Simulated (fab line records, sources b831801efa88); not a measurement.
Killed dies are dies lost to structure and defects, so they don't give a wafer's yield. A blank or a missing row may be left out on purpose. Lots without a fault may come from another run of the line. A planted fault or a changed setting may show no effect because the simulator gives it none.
A struck lot beside a sound one | flow sky130 | 34 steps out of a route of 708
Sound: wafers L958.1, L958.2, L958.4. Struck: wafer L963.1. (L963.3, L963.5 of the same lot were not struck and are left out.) The cause comes at the end.
At each step with rows: each side's tool, then ch and its chambers, then its first start. Under that, the readings that differ: sound wafers | struck wafers | difference of the means | sigmas: that difference in standard deviations of wafers without a fault.
alike: readings whose means differ by less than 2 such deviations, and words and numbers that are the same on both sides. not compared: withheld readings, readings that some wafer has no value for, bounds like >300 that may hide the same value, and numbers for which the record gives no deviation and whose values overlap.
The two part at a step that has a row with sigmas, a row that says differs or no value, or rows on one side only. Numbers that don't overlap but have no deviation are shown without sigmas and don't part them. A reading that every wafer of one side lacks parts them only if that side has two wafers or more.

first, 4 steps without rows for these wafers: SKY_METAL5_SOFTBAKE_10 (time 60 s); SKY_METAL5_EXPOSE_11 (exposes mask MM5, target cd 1600 nm); SKY_METAL5_PEB_12; SKY_METAL5_DEVELOP_13 (develop time 60 s).
SKY_METAL5_DESCUM_14: chemistry O2, time 11 s.
  sound on rie_metal-02 ch 0, day 46 01:16; struck on rie_metal-02 ch 1, day 47 04:11
  alike: drypump_motor_current_A, oes_product_au
  not compared: rf_hours_counter_h
then, 1 step without rows for these wafers: SKY_METAL5_METAL_ETCH_15 (etches the open film in Cl2/BCl3, stops on SiO2, target depth 1260 nm, time 252 s).
SKY_METAL5_STRIP_16: strips in O2/N2.
  sound on plasma_asher-02 ch 0,1, day 46 01:49; struck on plasma_asher-03 ch 0, day 47 04:27
  reading                     | sound       | struck | difference | sigmas
  drypump_motor_current_A (A) | 5.7 4.9 5.0 | 6.1    | +0.9       | +2
  alike: oes_product_au, strip_time_to_endpoint_s
  not compared: rf_hours_counter_h
then, 3 steps without rows for these wafers: SKY_METAL5_STRIP_17 (strips in post etch residue remover, time 1200 s); SKY_METAL5_CLEAN_18 (cleans in IPA, time 180 s); SKY_METAL5_CLEAN_19 (cleans in O3/DIW).
SKY_PASSIVATION_CVD_00: deposits SiO2, target thk 90 nm.
  sound on pecvd-02 ch 0,1, day 46 02:24; struck on pecvd-02 ch 1, day 47 05:02
  alike: heater_power_w
SKY_PASSIVATION_THK_MEAS_01:
  sound on film_metro-03, day 46 02:25; struck on film_metro-03, day 47 05:04
  alike: PASSIVATION_CVD_00_THK
SKY_PASSIVATION_CVD_02: deposits Si3N4, target thk 540 nm.
  sound on pecvd-04 ch 1,2, day 46 02:29; struck on pecvd-04 ch 0, day 47 05:07
  reading                                       | sound             | struck | difference | sigmas
  heater_power_w (W)                            | 844 886 906       | 633    | -246       | -3
  model.Si3N4_of_PASSIVATION_CVD_02.thk_nm (nm) | 540.7 533.9 547.7 | 586.5  | +45.7      |
SKY_PASSIVATION_THK_MEAS_03:
  sound on film_metro-04, day 46 02:43; struck on film_metro-03, day 47 05:34
  reading                     | sound       | struck | difference | sigmas
  PASSIVATION_CVD_02_THK (nm) | 541 534 548 | 586    | +45        | +7
  not compared: hold
then, 6 steps without rows for these wafers: SKY_PASSIVATION_HMDS_05 (prime time 60 s); SKY_PASSIVATION_COAT_06 (resist thk 3000 nm); SKY_PASSIVATION_SOFTBAKE_07; SKY_PASSIVATION_EXPOSE_08 (exposes mask NSM, target cd 3000 nm); SKY_PASSIVATION_PEB_09; SKY_PASSIVATION_DEVELOP_10 (develop time 60 s).
SKY_PASSIVATION_ETCH_11: etches the open film in CF4/O2, stops on AlCu, target depth 725 nm, time 161.1 s.
  sound on rie_diel-02 ch 0,1,3, day 46 23:04; struck on rie_diel-02 ch 0, day 48 00:07
  reading                                 | sound             | struck | difference | sigmas
  oes_product_au (a.u.)                   | 0.978 0.967 0.982 | 0.995  | +0.019     | +3
  model.PASSIVATION.feature_depth_nm (nm) | 705 697.6 713.4   | 724.9  | +19.6      |
  model.etch.depth_nm (nm)                | 705 697.6 713.4   | 724.9  | +19.6      |
  alike: drypump_motor_current_A, throttle_valve_pct
  not compared: rf_hours_counter_h
SKY_PASSIVATION_STRIP_12: strips in O2/N2.
  sound on plasma_asher-03 ch 0,1, day 46 23:10; struck on plasma_asher-01 ch 1, day 48 00:13
  reading                      | sound             | struck | difference | sigmas
  drypump_motor_current_A (A)  | 5.3 6.1 6.1       | 5.0    | -0.8       | -2
  strip_time_to_endpoint_s (s) | 31.61 31.79 31.69 | 31.41  | -0.29      | -3
  alike: oes_product_au
  not compared: rf_hours_counter_h
then, 7 steps without rows for these wafers: SKY_PAD_OPEN_DEHYDRATE_00 (time 60 s); SKY_PAD_OPEN_HMDS_01 (prime time 60 s); SKY_PAD_OPEN_COAT_02 (resist thk 3000 nm); SKY_PAD_OPEN_SOFTBAKE_03; SKY_PAD_OPEN_EXPOSE_04 (exposes mask PDM, target cd 60000 nm); SKY_PAD_OPEN_PEB_05; SKY_PAD_OPEN_DEVELOP_06 (develop time 60 s).
SKY_PAD_OPEN_ETCH_07: etches the open film in CF4/O2, stops on AlCu, target depth 725 nm, time 161.1 s.
  sound on rie_diel-04 ch 1,2,3, day 47 18:37; struck on rie_diel-04 ch 0, day 48 18:52
  reading                              | sound             | struck | difference | sigmas
  oes_product_au (a.u.)                | 0.977 0.970 0.983 | 1.002  | +0.025     | +3
  rf_hours_counter_h (h)               | 23 20 11          | 9      | -9         |
  model.PAD_OPEN.feature_depth_nm (nm) | 705 697.6 713.4   | 734.5  | +29.2      |
  model.etch.depth_nm (nm)             | 705 697.6 713.4   | 734.5  | +29.2      |
  alike: drypump_motor_current_A, throttle_valve_pct
SKY_PAD_OPEN_STRIP_08: strips in O2/N2.
  sound on plasma_asher-01 ch 0,1, day 47 18:43; struck on plasma_asher-01 ch 1, day 48 18:58
  reading               | sound             | struck | difference | sigmas
  oes_product_au (a.u.) | 0.661 0.673 0.668 | 0.655  | -0.012     | -2
  alike: drypump_motor_current_A, strip_time_to_endpoint_s
  not compared: rf_hours_counter_h
SKY_PAD_OPEN_STRIP_09: strips in post etch residue remover, time 1200 s.
  sound on wet_bench-03 ch 2, day 47 18:49; struck on wet_bench-03 ch 1, day 48 19:04
  reading                                       | sound             | struck | difference | sigmas
  model.Si3N4_of_PASSIVATION_CVD_02.thk_nm (nm) | 540.4 533.6 547.3 | 586.1  | +45.7      |
  alike: bath_heat_duty_pct
then, 2 steps without rows for these wafers: SKY_PAD_OPEN_CLEAN_10 (cleans in IPA, time 180 s); SKY_PAD_OPEN_PROBE_99.

WHERE THEY PART
First at SKY_METAL5_STRIP_16; last, within this record, at SKY_PAD_OPEN_STRIP_08. Later steps at which nothing parts them and some readings are alike: SKY_PAD_OPEN_STRIP_09.

WHY: what the simulator had put in
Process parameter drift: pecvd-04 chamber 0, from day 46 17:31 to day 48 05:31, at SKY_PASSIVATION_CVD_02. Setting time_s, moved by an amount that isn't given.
